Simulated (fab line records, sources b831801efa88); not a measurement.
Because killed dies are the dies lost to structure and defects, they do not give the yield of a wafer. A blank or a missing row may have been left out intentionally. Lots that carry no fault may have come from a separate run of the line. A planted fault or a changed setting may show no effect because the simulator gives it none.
Which tool was responsible? | flow sky130 | 72 wafers from 24 lots sampled at 4 of the route's 708 steps

== WHAT EACH GAUGE READ, for each wafer ==
SKY_METAL1_OVL_MEAS_16.
lot  | measured     | on         | METAL1_OVL (nm)
L074 | day 32 16:39 | overlay-01 | 2 -6 -3
L075 | day 33 06:15 | overlay-02 | -4 5 -12
L076 | day 33 14:38 | overlay-02 | -1 -2 1
L077 | day 33 22:49 | overlay-01 | -8 -12 -1
L078 | day 34 06:55 | overlay-01 | -5 -13 3
L079 | day 34 17:31 | overlay-01 | 3 5 1
L080 | day 35 03:05 | overlay-01 | 1 0 -3
L081 | day 35 09:36 | overlay-02 | -6 -4 -1
L082 | day 35 18:00 | overlay-01 | 0 1 0
L083 | day 35 18:21 | overlay-01 | 0 -4 -6
L084 | day 36 09:08 | overlay-02 | -7 -4 -3
L085 | day 36 16:12 | overlay-02 | -1 5 1
L086 | day 36 20:07 | overlay-02 | 0 -4 -4
L087 | day 37 02:07 | overlay-01 | -2 6 -4
L088 | day 37 06:25 | overlay-02 | -6 -3 7
L089 | day 37 09:25 | overlay-01 | -2 5 2
L090 | day 38 03:49 | overlay-01 | -2 3 -1
L091 | day 38 04:27 | overlay-02 | 3 3 6
L092 | day 38 14:21 | overlay-02 | 2 -5 -2
L093 | day 38 20:21 | overlay-02 | -7 -2 -6
L094 | day 39 04:49 | overlay-01 | -6 -2 5
L095 | day 39 12:24 | overlay-01 | 1 7 2
L096 | day 40 01:12 | overlay-01 | -7 -4 0
L097 | day 40 05:55 | overlay-01 | 0 2 0

SKY_VIA4_OVL_MEAS_11.
lot  | measured     | on         | VIA4_OVL (nm)
L074 | day 42 17:35 | overlay-02 | 1.7 0.0 1.9
L075 | day 43 05:29 | overlay-01 | -0.5 -0.2 0.0
L076 | day 43 12:53 | overlay-01 | 0.0 -1.0 -1.2
L077 | day 43 17:44 | overlay-01 | 2.0 0.8 3.0
L078 | day 44 03:31 | overlay-02 | -0.3 0.4 0.5
L079 | day 44 11:04 | overlay-01 | -0.2 -0.1 1.5
L080 | day 44 18:17 | overlay-01 | -0.3 0.2 2.9
L081 | day 45 00:41 | overlay-01 | 0.0 -0.9 -0.4
L082 | day 45 05:28 | overlay-02 | -0.5 1.4 1.5
L083 | day 45 07:56 | overlay-02 | 1.0 -1.5 0.6
L084 | day 45 19:02 | overlay-01 | -1.2 -1.2 -2.2
L085 | day 46 02:22 | overlay-01 | -1.1 -0.6 -0.7
L086 | day 46 04:58 | overlay-01 | -0.6 -2.0 -1.6
L087 | day 46 08:59 | overlay-01 | -0.3 -1.7 -1.4
L088 | day 46 13:31 | overlay-02 | 2.0 -0.4 1.2
L089 | day 46 15:38 | overlay-02 | 1.6 0.1 1.9
L090 | day 47 06:05 | overlay-02 | 0.3 -1.7 -1.8
L091 | day 47 06:44 | overlay-02 | 1.5 1.6 0.0
L092 | day 47 13:47 | overlay-02 | -1.4 -0.2 0.3
L093 | day 47 19:35 | overlay-02 | -1.2 -1.3 0.2
L094 | day 48 02:15 | overlay-01 | -0.2 -0.9 -1.0
L095 | day 48 08:31 | overlay-02 | -1.3 0.0 -0.8
L096 | day 48 19:11 | overlay-02 | 0.4 0.7 1.9
L097 | day 48 20:53 | overlay-02 | -1.4 0.6 -1.0

== TOOL THAT RAN EACH LOT (tool first, then ch and the chambers of the sampled wafers, then the start) ==
lot  | SKY_VIA2_ETCH_14                  | SKY_VIA3_STRIP_16
L074 | rieDiel-03 ch 0,3, day 36 05:26   | plasmaAsher-01 ch 0,1, day 39 13:11
L075 | rieDiel-02 ch 0,2,3, day 36 19:48 | plasmaAsher-04 ch 0,1, day 40 02:54
L076 | rieDiel-02 ch 1,2, day 37 00:24   | plasmaAsher-01 ch 0,1, day 40 10:40
L077 | rieDiel-02 ch 0,1, day 37 09:56   | plasmaAsher-03 ch 0,1, day 40 15:31
L078 | rieDiel-03 ch 1,2,3, day 37 18:06 | plasmaAsher-03 ch 0,1, day 41 00:55
L079 | rieDiel-03 ch 0,1, day 38 03:44   | plasmaAsher-01 ch 0, day 41 09:22
L080 | rieDiel-03 ch 1,2,3, day 38 11:49 | plasmaAsher-01 ch 0,1, day 41 17:37
L081 | rieDiel-04 ch 0,2,3, day 38 19:10 | plasmaAsher-01 ch 0,1, day 42 00:23
L082 | rieDiel-02 ch 1,2,3, day 39 02:17 | plasmaAsher-01 ch 0,1, day 42 06:09
L083 | rieDiel-04 ch 0,1,2, day 39 03:31 | plasmaAsher-03 ch 1, day 42 08:17
L084 | rieDiel-02 ch 1,2,3, day 39 16:41 | plasmaAsher-01 ch 0,1, day 42 20:50
L085 | rieDiel-03 ch 0,1,3, day 40 00:19 | plasmaAsher-03 ch 0,1, day 43 04:32
L086 | rieDiel-04 ch 0,1, day 40 05:15   | plasmaAsher-01 ch 0,1, day 43 07:28
L087 | rieDiel-02 ch 2,3, day 40 10:18   | plasmaAsher-04 ch 1, day 43 12:57
L088 | rieDiel-02 ch 0,1, day 40 13:45   | plasmaAsher-04 ch 0,1, day 43 16:23
L089 | rieDiel-03 ch 0,2,3, day 40 16:25 | plasmaAsher-03 ch 0,1, day 43 19:27
L090 | rieDiel-02 ch 0,3, day 41 08:59   | plasmaAsher-01 ch 0,1, day 44 11:12
L091 | rieDiel-04 ch 0,1,3, day 41 10:08 | plasmaAsher-04 ch 0,1, day 44 11:40
L092 | rieDiel-02 ch 0,1,3, day 41 19:40 | plasmaAsher-01 ch 0,1, day 44 20:31
L093 | rieDiel-04 ch 0,3, day 42 02:00   | plasmaAsher-04 ch 0, day 45 02:14
L094 | rieDiel-04 ch 1,2, day 42 10:56   | plasmaAsher-01 ch 0,1, day 45 09:42
L095 | rieDiel-04 ch 1,2,3, day 42 16:47 | plasmaAsher-04 ch 0,1, day 45 16:13
L096 | rieDiel-03 ch 2,3, day 43 05:20   | plasmaAsher-03 ch 0,1, day 46 03:12
L097 | rieDiel-03 ch 0,2, day 43 08:59   | plasmaAsher-01 ch 1, day 46 06:48
- SKY_VIA2_ETCH_14: etches BARC in N2/H2, stops on SiO2, time 45.9 s, target depth 60 nm.
- SKY_VIA3_STRIP_16: strips in O2/N2.

== AS READ BY THE TOOLS THEMSELVES (means over the sampled wafers that have a number; for cases with no such wafer, the mark the record gives instead) ==
SKY_VIA2_ETCH_14.
lot  | tool       | drypumpMotorCurrentA (A) | oesProductAu (a.u.) | throttleValvePct (%)
L074 | rieDiel-03 | 5.7                      | 0.856               | 13.222
L075 | rieDiel-02 | 5.9                      | 0.859               | 13.224
L076 | rieDiel-02 | 6.1                      | 0.851               | 13.227
L077 | rieDiel-02 | 5.6                      | 0.858               | 13.225
L078 | rieDiel-03 | 5.7                      | 0.855               | 13.228
L079 | rieDiel-03 | 5.8                      | 0.857               | 13.226
L080 | rieDiel-03 | 5.7                      | 0.855               | 13.222
L081 | rieDiel-04 | 5.5                      | 0.850               | 13.233
L082 | rieDiel-02 | 5.9                      | 0.857               | 13.227
L083 | rieDiel-04 | 5.4                      | 0.855               | 13.218
L084 | rieDiel-02 | 5.9                      | 0.858               | 13.229
L085 | rieDiel-03 | 5.7                      | 0.857               | 13.222
L086 | rieDiel-04 | 5.6                      | 0.856               | 13.225
L087 | rieDiel-02 | 5.9                      | 0.857               | 13.220
L088 | rieDiel-02 | 5.6                      | 0.855               | 13.225
L089 | rieDiel-03 | 5.9                      | 0.855               | 13.221
L090 | rieDiel-02 | 5.7                      | 0.856               | 13.219
L091 | rieDiel-04 | 5.4                      | 0.856               | 13.225
L092 | rieDiel-02 | 5.6                      | 0.855               | 13.227
L093 | rieDiel-04 | 5.5                      | 0.852               | 13.217
L094 | rieDiel-04 | 5.1                      | 0.854               | 13.230
L095 | rieDiel-04 | 5.1                      | 0.852               | 13.227
L096 | rieDiel-03 | 5.8                      | 0.857               | 13.227
L097 | rieDiel-03 | 6.1                      | 0.855               | 13.228

SKY_VIA3_STRIP_16.
lot  | tool           | drypumpMotorCurrentA (A) | oesProductAu (a.u.) | stripTimeToEndpointS (s)
L074 | plasmaAsher-01 | 6.1                      | 0.400               | 4.16
L075 | plasmaAsher-04 | 5.2                      | 0.406               | 4.18
L076 | plasmaAsher-01 | 6.4                      | 0.404               | 4.20
L077 | plasmaAsher-03 | 6.6                      | 0.401               | 4.16
L078 | plasmaAsher-03 | 6.5                      | 0.402               | 4.17
L079 | plasmaAsher-01 | 5.9                      | 0.401               | 4.15
L080 | plasmaAsher-01 | 6.1                      | 0.400               | 4.18
L081 | plasmaAsher-01 | 6.4                      | 0.402               | 4.18
L082 | plasmaAsher-01 | 6.2                      | 0.401               | 4.17
L083 | plasmaAsher-03 | 6.7                      | 0.403               | 4.14
L084 | plasmaAsher-01 | 6.2                      | 0.403               | 4.12
L085 | plasmaAsher-03 | 6.6                      | 0.400               | 4.11
L086 | plasmaAsher-01 | 6.4                      | 0.400               | 4.17
L087 | plasmaAsher-04 | 4.8                      | 0.400               | 4.12
L088 | plasmaAsher-04 | 5.2                      | 0.401               | 4.13
L089 | plasmaAsher-03 | 6.6                      | 0.401               | 4.15
L090 | plasmaAsher-01 | 6.1                      | 0.400               | 4.14
L091 | plasmaAsher-04 | 5.8                      | 0.404               | 4.16
L092 | plasmaAsher-01 | 6.4                      | 0.403               | 4.15
L093 | plasmaAsher-04 | 6.3                      | 0.401               | 4.13
L094 | plasmaAsher-01 | 6.4                      | 0.406               | 4.13
L095 | plasmaAsher-04 | 5.8                      | 0.405               | 4.14
L096 | plasmaAsher-03 | 6.6                      | 0.406               | 4.14
L097 | plasmaAsher-01 | 6.7                      | 0.399               | 4.11

== THE ANSWER, worked out from the rows above alone ==
Rule: the lots themselves supply what counts as usual. Put in order of their means at a reading, lots are off if they are a third of the lots or fewer, leave a main group of 4 or more, and stand apart from it by a gap of 3 or more times the standard deviation of the main group's means; of several such gaps the widest counts. A main group is skipped when, at the precision printed for the reading in the tables above, its means are all equal. Also off: a lot with no number at a reading for which 4 or more lots have one. Where the step has rows for the other lots, those lots are counted as sound. Order of review: gauges by route order, followed by the tools' own readings, for which a lot's mean as printed above is used. The first step at which some lot is off is used, and at that step the reading that is off furthest; a lot without a number counts as furthest.
None of the lots is off at any reading shown; this tells nothing.

== WHAT THE SIMULATOR HAD INSERTED ==
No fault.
